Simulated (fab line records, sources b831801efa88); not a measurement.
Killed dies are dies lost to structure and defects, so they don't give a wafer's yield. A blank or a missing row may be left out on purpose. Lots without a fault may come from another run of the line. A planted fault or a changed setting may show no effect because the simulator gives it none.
Which tool did it? | flow sky130 | 11 lots, 33 wafers sampled, at 3 steps of a route of 708

WHAT THE GAUGES READ, wafer by wafer
SKY_POLY_GATE_CD_MEAS_22.
lot  | measured     | on        | cd_nm (nm)
L449 | day 17 00:00 | cd_sem-02 | 155.5 152.1 154.8
L452 | day 18 06:02 | cd_sem-01 | 152.0 152.1 151.0
L453 | day 18 14:16 | cd_sem-01 | 150.6 152.5 153.0
L454 | day 19 14:10 | cd_sem-01 | 147.7 146.9 147.3
L457 | day 20 04:13 | cd_sem-01 | 153.4 156.5 141.4
L458 | day 20 14:35 | cd_sem-01 | 137.8 149.9 152.6
L465 | day 23 00:15 | cd_sem-02 | 150.6 150.9 149.4
L466 | day 23 21:38 | cd_sem-01 | 153.4 154.5 153.7
L468 | day 24 08:55 | cd_sem-02 | 150.3 151.8 153.8
L470 | day 25 23:54 | cd_sem-01 | 147.9 148.8 145.5
L469 | day 26 00:06 | cd_sem-02 | 148.3 148.3 146.8

WHICH TOOL RAN EACH LOT (tool, then ch and the chambers of the sampled wafers, then the start)
lot  | SKY_POLY_GATE_ETCH_15              | SKY_POLY_GATE_STRIP_18
L449 | rie_diel-01 ch 1,2, day 16 22:18   | plasma_asher-02 ch 0,1, day 16 22:32
L452 | rie_diel-01 ch 0,2,3, day 18 04:14 | plasma_asher-02 ch 0,1, day 18 04:28
L453 | rie_diel-02 ch 0,1,2, day 18 10:39 | plasma_asher-02 ch 0,1, day 18 10:53
L454 | rie_diel-01 ch 2,3, day 19 12:21   | plasma_asher-03 ch 0,1, day 19 12:35
L457 | rie_diel-01 ch 0,1,2, day 20 02:29 | plasma_asher-03 ch 0,1, day 20 02:43
L458 | rie_diel-01 ch 0,1,2, day 20 12:53 | plasma_asher-02 ch 0,1, day 20 13:08
L465 | rie_diel-02 ch 0,3, day 22 22:29   | plasma_asher-02 ch 0,1, day 22 22:46
L466 | rie_diel-01 ch 1,2,3, day 23 19:35 | plasma_asher-03 ch 0,1, day 23 19:50
L468 | rie_diel-02 ch 1,3, day 24 07:11   | plasma_asher-04 ch 1, day 24 07:26
L470 | rie_diel-01 ch 0,2, day 25 22:11   | plasma_asher-03 ch 0,1, day 25 22:25
L469 | rie_diel-02 ch 0,2,3, day 25 22:21 | plasma_asher-02 ch 0,1, day 25 22:37
- SKY_POLY_GATE_ETCH_15: etches BARC in N2/H2, stops on SiO2, time 118.5 s, target depth 110 nm.
- SKY_POLY_GATE_STRIP_18: strips in O2/N2.

THE ANSWER, worked out from the rows above alone
Rule: what is usual is taken from the lots themselves. Put in order of their means at a reading, lots are off if they are a third of the lots or fewer, leave a main group of 4 or more, and stand apart from it by a gap of 3 or more times the standard deviation of the main group's means; of several such gaps the widest counts. A main group whose means are all the same, to the digits that the tables above print for the reading, isn't used. A lot without any number at a reading at which 4 lots or more have one is off too. The other lots that the step has rows for count as sound.
No lot is off at any reading shown: from this, nothing can be told.

WHAT THE SIMULATOR HAD PUT IN
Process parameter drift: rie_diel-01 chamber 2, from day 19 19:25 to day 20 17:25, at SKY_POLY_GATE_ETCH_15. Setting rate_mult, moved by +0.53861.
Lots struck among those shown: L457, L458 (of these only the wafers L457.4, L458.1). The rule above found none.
